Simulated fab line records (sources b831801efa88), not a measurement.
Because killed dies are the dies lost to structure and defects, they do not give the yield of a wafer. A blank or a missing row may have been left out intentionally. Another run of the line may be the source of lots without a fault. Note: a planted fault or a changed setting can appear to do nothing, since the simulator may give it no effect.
Problem report in the 8D (eight disciplines) form, filled by code / flow sky130 / the parts of the form that need people (team, actions taken, sign-off) are left out

## 1. WHAT IS WRONG
Across 6 wafers from 2 lots, LDD_N_TW at SKY_LDD_N_TW_MEAS_17 averages 2875, while fault-free wafers read 2588 with a standard deviation of 21. That is +14 standard deviations from the usual mean.
First seen on wafer L350.1, day 19 13:42, on filmMetro-04. The record holds 33 wafers of 11 lots with a number at this step. Rule for "out", or "out of limits": more than 4 standard deviations from the usual mean. All remaining wafers that have a number are taken as sound.

## 2. WHAT IT IS, WHAT IT ISN'T
question=which readings at this step | is=LDD_N_TW | is not=-
question=which lots | is=L350, L351 | is not=L346, L347, L348, L358, L359, L361, L362, L364, L366
question=which wafers of those lots | is=all that have a number | is not=-
question=read on which gauges | is=filmMetro-04 | is not=filmMetro-01, filmMetro-03
question=when | is=from day 19 13:42 | is not=up to then (9 sound wafers); but 18 sound wafers of L358, L359, L361, L362, L364, L366 came after

## 3. SUSPECTS, AND WHAT RULES EACH OUT
Counting: a tool at any process step up to the reading remains a suspect when it ran all the lots that are out and ran no sound lot after the first of those.
- ruled out: the gauge at SKY_LDD_N_TW_MEAS_17. All the wafers that are out were read on filmMetro-04, but those of them that SKY_LDD_N_IMPLANT_11 has rows for are out there too, on other tools.
- implanter-01 at SKY_LDD_N_IMPLANT_11: ruled out as a lasting fault. After its first lot that is out, L350 (day 19 12:51), sound lots L358, L359, L364, L366 ran on it.
Left after counting: nothing in the record.

## 4. THE CAUSE (what the simulator had put in)
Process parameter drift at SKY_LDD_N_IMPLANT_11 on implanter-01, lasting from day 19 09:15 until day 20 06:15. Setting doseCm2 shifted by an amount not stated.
The count ruled it out by mistake, since the rule takes a fault to strike every lot its tool runs from the start of the fault on, and this one did not do so.

## 5. THE CHAIN OF EFFECTS, in route order
Rows list readings where the struck wafers' mean (over those with a number) sits beyond 3 standard deviations from the usual. Only readings for which the record gives a usual standard deviation are gone through. hours: the time from each lot's start at the first step in this table that gives one to its start at this step, as a median over the lots. sigmas: the change in usual standard deviations.
hours=0; step=SKY_LDD_N_IMPLANT_11; reading=beamOnS; usual=10.00 s; on struck wafers=33.45; change=+23.45; sigmas=+99 or more
hours=0; step=SKY_LDD_N_IMPLANT_11; reading=doseIonsCm2; usual=7.499e+13; on struck wafers=3.398e+14; change=+2.648e+14; sigmas=+99 or more
hours=0; step=SKY_LDD_N_IMPLANT_11; reading=faradayCurrentUA; usual=422; on struck wafers=572; change=+150; sigmas=+17
hours=1; step=SKY_LDD_N_STRIP_16; reading=stripTimeToEndpointS; usual=4.316 s; on struck wafers=4.976; change=+0.660; sigmas=+41
hours=1; step=SKY_LDD_N_TW_MEAS_17; reading=LDD_N_TW; usual=2588; on struck wafers=2875; change=+287; sigmas=+14
Process steps it contains:
- SKY_LDD_N_IMPLANT_11
- SKY_LDD_N_STRIP_16: strips in O2/N2.

## 6. WHAT WOULD HAVE CAUGHT IT SOONER
In this record the first reading out of limits at a measuring or inspecting step was taken at day 19 13:42, 4 hours after the fault began at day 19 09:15.
The tool's own readings at SKY_LDD_N_IMPLANT_11 were out on every struck wafer that the step has a row for (beamOnS, doseIonsCm2, faradayCurrentUA): an alarm limit on them would have fired on the first of those.
